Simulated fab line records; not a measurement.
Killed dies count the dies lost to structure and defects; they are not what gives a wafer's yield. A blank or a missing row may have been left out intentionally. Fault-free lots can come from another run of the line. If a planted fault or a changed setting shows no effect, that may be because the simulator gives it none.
Matching of chambers | flow gf180mcu | GF_V5_CMP_04 on cmp-02: 4 sister chambers
The step polishes SiO2. 4 wafers are shown with their chamber, then 9 later ones without.

== WAFERS, EACH WITH ITS CHAMBER ==
wafer  | chamber | motor_current_A (A)
L323.4 | 0       | 13.6
L326.1 | 2       | 12.9
L326.3 | 3       | 15.0
L326.5 | 1       | 12.2

== WAFERS WITHOUT THEIR CHAMBER ==
wafer  | motor_current_A (A)
L328.2 | 11.4
L328.3 | 13.8
L328.5 | 12.9
L329.1 | 11.7
L329.3 | 13.2
L329.5 | 11.2
L332.2 | 10.8
L332.3 | 14.0
L332.6 | 14.1

== THE CHAMBER EACH PASSED THROUGH ==
wafer  | from the rows above          | in truth
L328.2 | can't be placed: 1 or 2      | 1
L328.3 | can't be placed: 0 or 2 or 3 | 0
L328.5 | can't be placed: 2 or 0 or 1 | 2
L329.1 | can't be placed: 1 or 2      | 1
L329.3 | can't be placed: 2 or 0 or 1 | 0
L329.5 | can't be placed: 1 or 2      | 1
L332.2 | can't be placed: 1 or 2      | 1
L332.3 | can't be placed: 0 or 3 or 2 | 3
L332.6 | can't be placed: 0 or 3 or 2 | 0
0 of 9 placed correctly. From these rows, 9 cannot be placed; in 9 the true chamber is one of the candidates. Number placed wrongly: 0.
How it was worked out, from the rows above alone: a wafer's distance from a chamber is the root of the sum, over the readings, of the square of ((its reading less the chamber's mean) divided by the reading's scatter). If the next closest chamber is less than 2 further off than the closest, the wafer can't be placed; otherwise it belongs to the closest. A chamber's mean is the mean of its shown wafers. The scatter: with one shown wafer a chamber, the root of the mean of the squares of how far each hidden wafer lies from its nearest shown one.
